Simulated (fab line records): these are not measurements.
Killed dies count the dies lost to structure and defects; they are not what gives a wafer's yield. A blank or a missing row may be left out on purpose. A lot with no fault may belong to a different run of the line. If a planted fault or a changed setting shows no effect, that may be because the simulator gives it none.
fab line records	flow sky130
record: lots: 12	wafers: 36	lastDay: 50
route steps=708 shown NWELL@81 VT_ADJUST_LVTN@104 VT_ADJUST_PCH@145 SONOS_ONO@171 PAD_OPEN@708
lots that met no fault: taken from a fault-free run of the same line
startH: hours from the record's first day to the start of the lot's first wafer shown	waitH: time in hours since the lot's previous step	" same as the row above	L1.1+2: several wafers, shown together as one row	- no value, or no start given	* or withheld: withheld	< > ~ a bound
route shown NAME@n: a module of which the file shows steps, and the number in the route of the first	usual: average and standard deviation across the fault-free wafers	same: alike in all rows	chamber/n: place in a boat	sites: the reading at each site	_std_site: how widely they spread, as a standard deviation	_edge_site: mean of outer sites minus mean of inner sites	radiusMm: how far each site lies from the wafer's centre	mask NAME#n: copy n	behind: the tool/chamber that last shaped the wafer	hold: the reason the lot was held/the length of the hold in hours/how it ended	device: the n, p or np transistor that did not switch	end of line: tests of these same wafers at the route's end	a step without rows: its recipe alone	killed: the dies lost at the first sort to structure and to defects; this is not the yield of the wafer	map: the dies of a wafer, with x for killed, . for not killed, _ for no die there
set.NAME: the run value of the setting; set.NAME@STEP: its run value at that earlier step	model.NAME: the simulator's own value behind a step, which no gauge read
a sample of lots followed through the steps of the route, with each step as a table and each wafer as a row
services: from which hour (startH, from the record's first day; less than 0 if before it) a tool's chamber was out of use, for how many hours, and why
== steps ==
step: SKY_NWELL_RTA_28
recipe: tempC: 1050	timeS: 30	idleTempC: 650	rampUpCPerS: 150	rampDownCPerS: 90	ambient: N2
usual: lampPowerPct: 25.31/0.054	wafer_temp_C_max: 1054.9/1
lot.wafer	tool	chamber	startH	waitH	lampPowerPct	wafer_temp_C_max
L717.1	rtpAnneal-02	0	111.86	0.0	25.21	1052.8
L717.2	"	0	"	"	25.34	1054.5
L717.5	"	0	"	"	25.27	1054.1
L720.1	rtpAnneal-02	0	121.97	0.0	25.39	1054.3
L720.2	"	0	"	"	25.25	1054.7
L720.3	"	0	"	"	25.25	1055.3
L722.2	rtpAnneal-02	0	137.48	0.0	25.32	1056.5
L722.3	"	0	"	"	25.38	1055.0
L722.5	"	0	"	"	25.31	1054.4
L724.2	rtpAnneal-01	0	147.98	0.0	25.23	1054.8
L724.4	"	0	"	"	25.29	1055.7
L724.5	"	0	"	"	25.34	1055.8
L726.1	rtpAnneal-01	0	157.68	0.0	25.24	1054.8
L726.2	"	0	"	"	25.30	1055.2
L726.6	"	0	"	"	25.28	1054.2
L730.1	rtpAnneal-02	0	189.01	0.0	25.28	1055.6
L730.2	"	0	"	"	25.41	1055.5
L730.4	"	0	"	"	25.34	1054.5
L731.1	rtpAnneal-01	0	197.16	0.0	25.33	1055.0
L731.3	"	0	"	"	25.35	1054.7
L731.5	"	0	"	"	25.26	1054.8
L735.3	rtpAnneal-02	0	212.57	0.1	25.32	1054.4
L735.4	"	0	"	"	25.37	1059.9
L735.6	"	0	"	"	25.28	1054.6
L736.1	rtpAnneal-01	0	219.16	0.0	25.21	1056.9
L736.4	"	0	"	"	25.21	1054.4
L736.5	"	0	"	"	25.23	1055.2
L737.3	rtpAnneal-02	0	225.90	0.0	25.28	1055.9
L737.5	"	0	"	"	25.34	1054.6
L737.6	"	0	"	"	25.20	1054.8
L738.3	rtpAnneal-01	0	229.69	0.0	25.28	1053.5
L738.4	"	0	"	"	25.26	1053.4
L738.5	"	0	"	"	25.29	1053.9
L739.1	rtpAnneal-02	0	238.71	0.0	25.36	1053.0
L739.3	"	0	"	"	25.38	1057.9
L739.4	"	0	"	"	25.34	1055.4
step: SKY_VT_ADJUST_LVTN_OVL_MEAS_07
usual: VT_ADJUST_LVTN_OVL: -0.1/1.4
lot.wafer	tool	chamber	startH	waitH	VT_ADJUST_LVTN_OVL[nm]
L717.1	overlay-02	-	149.92	-	0.2
L717.2	"	-	"	"	1.1
L717.5	"	-	"	"	0.4
L720.1	overlay-01	-	159.14	-	0.0
L720.2	"	-	"	"	-0.6
L720.3	"	-	"	"	1.0
L722.2	overlay-02	-	177.83	-	1.8
L722.3	"	-	"	"	0.6
L722.5	"	-	"	"	2.2
L724.2	overlay-01	-	188.78	-	1.5
L724.4	"	-	"	"	0.8
L724.5	"	-	"	"	0.9
L726.1	overlay-01	-	200.86	-	1.0
L726.2	"	-	"	"	0.2
L726.6	"	-	"	"	1.4
L730.1	overlay-01	-	234.52	-	-2.9
L730.2	"	-	"	"	-1.7
L730.4	"	-	"	"	-1.0
L731.1	overlay-01	-	242.26	-	-1.2
L731.3	"	-	"	"	-1.2
L731.5	"	-	"	"	-1.6
L735.3	overlay-01	-	259.20	-	0.5
L735.4	"	-	"	"	0.8
L735.6	"	-	"	"	0.8
L736.1	overlay-02	-	265.46	-	1.3
L736.4	"	-	"	"	1.7
L736.5	"	-	"	"	0.0
L737.3	overlay-02	-	273.13	-	0.7
L737.5	"	-	"	"	-1.7
L737.6	"	-	"	"	-2.3
L738.3	overlay-02	-	276.82	-	-1.1
L738.4	"	-	"	"	-2.0
L738.5	"	-	"	"	-1.5
L739.1	overlay-02	-	285.91	-	-1.8
L739.3	"	-	"	"	-2.1
L739.4	"	-	"	"	-2.8
step: SKY_VT_ADJUST_PCH_COAT_02
recipe: spinRpm: 2000	resistThkNm: 3000
usual: resistLineTempC: 23.00/0.096	spinSpeedRpm: 2000.0/1.3
lot.wafer	tool	chamber	startH	waitH	resistLineTempC	spinSpeedRpm
L717.1	lithoTrack-02	0	224.32	0.1	22.99	1999.8
L717.2	"	0	"	"	23.10	2000.3
L717.5	"	0	"	"	23.00	2000.2
L720.1	lithoTrack-03	0	235.62	0.1	23.09	1998.7
L720.2	"	0	"	"	23.11	1998.4
L720.3	"	0	"	"	23.12	1998.7
L722.2	lithoTrack-02	0	256.14	0.1	23.10	2000.4
L722.3	"	0	"	"	22.99	2002.7
L722.5	"	0	"	"	23.04	2000.0
L724.2	lithoTrack-02	0	269.94	0.1	22.95	1741.4
L724.4	"	0	"	"	22.84	1740.8
L724.5	"	0	"	"	22.89	1742.8
L726.1	lithoTrack-02	0	282.32	0.1	22.97	1740.7
L726.2	"	0	"	"	22.84	1741.7
L726.6	"	0	"	"	22.83	1740.1
L730.1	lithoTrack-03	0	317.07	0.1	22.96	2000.6
L730.2	"	0	"	"	22.98	2001.4
L730.4	"	0	"	"	22.99	2000.9
L731.1	lithoTrack-01	0	326.34	0.1	22.98	2000.1
L731.3	"	0	"	"	23.02	1997.5
L731.5	"	0	"	"	22.95	1995.7
L735.3	lithoTrack-03	0	345.02	0.1	23.06	2000.4
L735.4	"	0	"	"	23.20	2000.1
L735.6	"	0	"	"	23.05	2000.0
L736.1	lithoTrack-02	0	352.77	0.1	22.87	2000.1
L736.4	"	0	"	"	22.96	1998.9
L736.5	"	0	"	"	22.91	2001.8
L737.3	lithoTrack-01	0	360.79	0.1	22.97	1999.7
L737.5	"	0	"	"	22.94	2004.0
L737.6	"	0	"	"	23.00	2001.3
L738.3	lithoTrack-03	0	366.27	0.1	22.96	2000.2
L738.4	"	0	"	"	22.84	1999.3
L738.5	"	0	"	"	23.15	2000.3
L739.1	lithoTrack-01	0	375.04	0.1	23.11	1998.9
L739.3	"	0	"	"	22.98	2000.6
L739.4	"	0	"	"	23.00	1998.6
step: SKY_VT_ADJUST_PCH_STRIP_09
recipe: chemistry: O2/N2	powerW: 1400	pressureMtorr: 1500	platenTempC: withheld	o2FlowSccm: 3000	n2FlowSccm: 300	overashFraction: 0.5
usual: drypumpMotorCurrentA: 5.92/0.25	oesProductAu: 0.722/0.0043	stripTimeToEndpointS: 36.87/0.1
lot.wafer	tool	chamber	startH	waitH	drypumpMotorCurrentA	oesProductAu	rfHoursCounterH	stripTimeToEndpointS
L717.1	plasmaAsher-04	0	235.92	0.1	6.06	0.731	42	36.71
L717.2	"	1	"	"	5.99	0.720	42	36.77
L717.5	"	0	"	"	6.06	0.725	-	36.82
L720.1	plasmaAsher-02	0	246.90	0.1	6.38	0.726	55	36.95
L720.2	"	1	"	"	5.52	0.724	55	36.89
L720.3	"	1	"	"	5.53	0.714	-	36.97
L722.2	plasmaAsher-04	0	268.62	0.1	6.03	0.717	46	36.88
L722.3	"	1	"	"	6.01	0.716	-	36.86
L722.5	"	1	"	"	6.01	0.726	-	36.85
L724.2	plasmaAsher-01	0	281.20	0.1	5.74	0.721	65	39.16
L724.4	"	1	"	"	5.72	0.726	-	39.14
L724.5	"	0	"	"	5.74	0.729	-	39.14
L726.1	plasmaAsher-04	1	295.82	0.1	5.99	0.725	48	39.36
L726.2	"	0	"	"	6.07	0.717	48	39.38
L726.6	"	0	"	"	6.07	0.726	-	39.35
L730.1	plasmaAsher-01	0	330.02	0.1	5.71	0.717	70	36.73
L730.2	"	1	"	"	5.74	0.727	70	36.66
L730.4	"	1	"	"	5.75	0.727	-	36.84
L731.1	plasmaAsher-01	0	339.40	0.1	5.72	0.719	71	36.95
L731.3	"	1	"	"	5.75	0.717	-	36.79
L731.5	"	0	"	"	5.73	0.725	-	36.90
L735.3	plasmaAsher-04	1	358.58	0.1	6.01	0.726	-	36.98
L735.4	"	0	"	"	6.06	0.722	-	36.93
L735.6	"	1	"	"	6.00	0.716	-	36.94
L736.1	plasmaAsher-02	1	367.10	0.1	5.54	0.721	67	36.89
L736.4	"	1	"	"	5.53	0.721	-	36.78
L736.5	"	0	"	"	6.37	0.719	-	36.88
L737.3	plasmaAsher-02	1	374.93	0.1	5.55	0.713	-	36.98
L737.5	"	0	"	"	6.36	0.720	-	36.81
L737.6	"	1	"	"	5.54	0.725	-	36.97
L738.3	plasmaAsher-04	1	380.36	0.1	5.99	0.727	-	37.00
L738.4	"	0	"	"	6.07	0.720	-	37.04
L738.5	"	1	"	"	6.00	0.723	-	36.91
L739.1	plasmaAsher-04	1	388.75	0.1	6.01	0.721	56	36.84
L739.3	"	0	"	"	6.05	0.721	-	36.79
L739.4	"	1	"	"	6.01	0.721	-	36.75
step: SKY_SONOS_ONO_THK_MEAS_03
recipe: reads: Si3N4_of_SONOS_ONO_CVD_02
usual: SONOS_ONO_CVD_02_THK: 10.54/0.12
lot.wafer	tool	chamber	startH	waitH	SONOS_ONO_CVD_02_THK[nm]
L717.1	filmMetro-03	-	262.85	0.0	10.36
L717.2	"	-	"	"	10.31
L717.5	"	-	"	"	10.38
L720.1	filmMetro-02	-	276.00	0.0	10.28
L720.2	"	-	"	"	10.51
L720.3	"	-	"	"	10.41
L722.2	filmMetro-02	-	303.31	0.0	10.68
L722.3	"	-	"	"	10.68
L722.5	"	-	"	"	10.83
L724.2	filmMetro-03	-	313.63	0.0	10.48
L724.4	"	-	"	"	10.26
L724.5	"	-	"	"	10.34
L726.1	filmMetro-03	-	330.95	0.0	10.59
L726.2	"	-	"	"	10.62
L726.6	"	-	"	"	10.62
L730.1	filmMetro-02	-	364.53	0.0	10.53
L730.2	"	-	"	"	10.53
L730.4	"	-	"	"	10.65
L731.1	filmMetro-03	-	377.20	0.0	10.48
L731.3	"	-	"	"	10.65
L731.5	"	-	"	"	10.56
L735.3	filmMetro-02	-	390.97	0.0	10.55
L735.4	"	-	"	"	10.56
L735.6	"	-	"	"	10.52
L736.1	filmMetro-02	-	400.73	0.0	10.63
L736.4	"	-	"	"	10.58
L736.5	"	-	"	"	10.55
L737.3	filmMetro-02	-	409.31	0.0	10.51
L737.5	"	-	"	"	10.55
L737.6	"	-	"	"	10.53
L738.3	filmMetro-04	-	412.14	0.0	10.64
L738.4	"	-	"	"	10.74
L738.5	"	-	"	"	10.67
L739.1	filmMetro-03	-	421.66	0.0	10.68
L739.3	"	-	"	"	10.48
L739.4	"	-	"	"	10.47
step: SKY_PAD_OPEN_PROBE_99
usual: killed_at_M0_to_M3: 43/7.6	killed_at_M4_up: 2.8/1.9	killedAtContacts: 24/4.7	killedAtFrontEnd: 16/4.4	killedAtOther: 0.2/0.4	killedDies: 86/9.9	killedOpen: 47/8.2	killedShort: 39/6.3
same: grossDies: 492	killedAtBackSide: 0
lot.wafer	tool	chamber	startH	waitH	killed_at_M0_to_M3	killed_at_M4_up	killedAtContacts	killedAtFrontEnd	killedAtOther	killedDies	killedOpen	killedShort
L731.1	prober-01	-	1162.88	0.1	35	3	27	18	0	83	44	39
L731.3	prober-01	-	1162.98	0.2	46	2	21	21	0	90	46	44
L731.5	prober-01	-	1163.08	0.2	53	4	17	18	0	92	46	46
killed by level:class
L731.1 CONTACT:geometricParticle:open=9 LI_CONTACT:geometricParticle:open=7 METAL2:geometricParticle:short=7 FIELD_ISO:geometricParticle:short=6 VIA2:geometricParticle:open=6 LOCAL_INTERCONNECT:geometricParticle:open=5 METAL1:geometricParticle:short=5 FIELD_ISO:geometricParticle:open=3
L731.3 VIA1:geometricParticle:open=11 CONTACT:geometricParticle:open=8 VIA2:geometricParticle:open=6 VIA3:geometricParticle:open=6 FIELD_ISO:geometricParticle:open=5 POLY_GATE:geometricParticle:short=5 METAL1:geometricParticle:short=5 CONTACT:geometricParticle:short=5
L731.5 VIA1:geometricParticle:open=12 METAL2:geometricParticle:short=10 FIELD_ISO:geometricParticle:open=7 VIA2:geometricParticle:open=7 METAL1:geometricParticle:short=7 VIA3:geometricParticle:open=6 LI_CONTACT:geometricParticle:open=5 CONTACT:geometricParticle:open=5
== services ==
tool	chamber	startH	hours	kind
plasmaAsher-04	-	102.64	3.3	repair
plasmaAsher-02	-	141.49	2.5	repair
plasmaAsher-02	-	268.88	1.4	repair
plasmaAsher-04	-	314.19	2.8	pm
rtpAnneal-01	-	353.26	2.7	pm
plasmaAsher-04	-	363.16	14.6	pm
plasmaAsher-02	-	370.50	2.0	repair
== key ==
firstSign: step: SKY_VT_ADJUST_PCH_COAT_02	reading: spinSpeedRpm	direction: down	sigmas: 99+	usual: 2000.0	struck: 1741.3
effect: step: SKY_VT_ADJUST_PCH_STRIP_09	reading: stripTimeToEndpointS	direction: up	sigmas: 24	usual: *	struck: *
metAt SKY_VT_ADJUST_PCH_COAT_02
struckLots L724,L726
testerLeftOut L724,L726
notActingAt SKY_NWELL_RTA_28,SKY_VT_ADJUST_LVTN_OVL_MEAS_07,SKY_SONOS_ONO_THK_MEAS_03
onsetBetween 256.14 269.94
fault: kind: processParameterDrift	tool: lithoTrack-02	chamber: -	onsetH: 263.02	steps: SKY_VT_ADJUST_PCH_COAT_02	channel: spinRpm	offset: -258.69	shape: step	endH: 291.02	actsIn: theseRecipesOnly	stated: 2000
testerLeftOut: of these lots the tester's yield and bins aren't shown, on N5 and GAA mostly nor the transistor test; their killed dies are dies lost to structure and defects alone, not to doping, threshold or leakage, so they don't give the yield
